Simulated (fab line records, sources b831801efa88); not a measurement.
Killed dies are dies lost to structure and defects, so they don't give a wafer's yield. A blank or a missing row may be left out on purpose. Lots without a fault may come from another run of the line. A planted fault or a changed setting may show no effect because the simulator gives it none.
Chamber matching | flow gf180mcu | GF_V2_CMP_04 on cmp-01: 4 sister chambers
The step polishes SiO2. 4 wafers are shown with their chamber, then 11 later ones without.

WAFERS WITH THEIR CHAMBER
wafer  | chamber | motor_current_A (A)
L085.3 | 0       | 13.7
L086.1 | 2       | 10.3
L086.5 | 1       | 12.6
L088.4 | 3       | 10.3

WAFERS WITHOUT THEIR CHAMBER
wafer  | motor_current_A (A)
L088.5 | 13.0
L088.6 | 10.1
L090.3 | 14.1
L090.4 | 10.8
L090.6 | 13.4
L091.1 | 12.5
L091.2 | 10.0
L091.6 | 14.5
L093.4 | 9.5
L093.5 | 9.9
L093.6 | 13.7

WHICH CHAMBER EACH WENT THROUGH
wafer  | from the rows above     | in truth
L088.5 | can't be placed: 1 or 0 | 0
L088.6 | can't be placed: 2 or 3 | 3
L090.3 | 0                       | 0
L090.4 | can't be placed: 2 or 3 | 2
L090.6 | can't be placed: 0 or 1 | 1
L091.1 | 1                       | 1
L091.2 | can't be placed: 2 or 3 | 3
L091.6 | 0                       | 0
L093.4 | can't be placed: 2 or 3 | 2
L093.5 | can't be placed: 2 or 3 | 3
L093.6 | 0                       | 0
Placed correctly: 4 of 11. Can't be placed from these rows: 7 (the true chamber is among the candidates in 7). Placed wrongly: 0.
How it was worked out, from the rows above alone: a wafer's distance from a chamber is the root of the sum, over the readings, of the square of ((its reading less the chamber's mean) divided by the reading's scatter). The wafer belongs to the nearest chamber; if the next one is less than 2 further off, it can't be placed. A chamber's mean is the mean of its shown wafers. The scatter: with one shown wafer a chamber, the root of the mean of the squares of how far each hidden wafer lies from its nearest shown one.
